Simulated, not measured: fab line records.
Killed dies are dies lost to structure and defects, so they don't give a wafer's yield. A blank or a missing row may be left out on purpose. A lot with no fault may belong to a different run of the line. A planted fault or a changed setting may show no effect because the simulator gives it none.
Chamber matching    flow sfq_line    pecvd-04 running SFQ_TRILAYER_I4_DEP_PECVD_099: 3 sister chambers
The step deposits SiO2 from SiH4/N2O, time 111.11 s, target thk 500 nm. 16 wafers are shown with their chamber, then 8 later ones without.

WAFERS WITH THEIR CHAMBER
wafer   chamber  heater_power_w (W)  throttle_valve_pct (%)
L623.1  1        91                  25.4
L623.2  2        61                  25.6
L623.5  2        64                  25.5
L624.1  2        74                  25.7
L624.2  1        86                  25.3
L624.5  1        90                  25.2
L626.2  0        110                 24.6
L626.3  2        71                  25.6
L626.6  1        81                  25.5
L627.3  1        97                  25.4
L627.4  1        80                  25.6
L627.6  0        111                 24.8
L631.3  1        92                  25.4
L631.4  0        107                 24.7
L631.5  1        96                  25.1
L639.3  1        82                  25.5

SIGNATURES, as means of the wafers listed above
reading             chamber 0  chamber 1  chamber 2  scatter within a chamber
heater_power_w      109.33     88.33      67.50      5.84
throttle_valve_pct  24.700     25.378     25.600     0.135
Rule: a wafer's distance from a chamber is the root of the sum, over the readings, of the square of ((its reading less the chamber's mean) divided by the reading's scatter). If the next closest chamber is less than 2 further off than the closest, the wafer can't be placed; otherwise it belongs to the closest. The scatter: the root of (the sum of the squares of (reading less its chamber's mean) over the shown wafers, divided by (wafers less chambers)).

WAFERS MISSING THEIR CHAMBER
wafer   heater_power_w (W)  throttle_valve_pct (%)
L639.5  86                  25.3
L639.6  67                  25.6
L642.2  93                  25.5
L642.5  74                  25.2
L642.6  97                  25.4
L645.1  95                  25.3
L645.5  95                  25.2
L645.6  112                 24.5

EACH ONE'S CHAMBER
wafer   from the rows above      in truth
L639.5  1                        1
L639.6  2                        2
L642.2  1                        1
L642.5  can't be placed: 1 or 2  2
L642.6  1                        1
L645.1  1                        1
L645.5  1                        1
L645.6  0                        0
7 of 8 placed correctly. Not placeable from these rows: 1 (in 1, the candidates include the true chamber). Wrongly placed: 0.
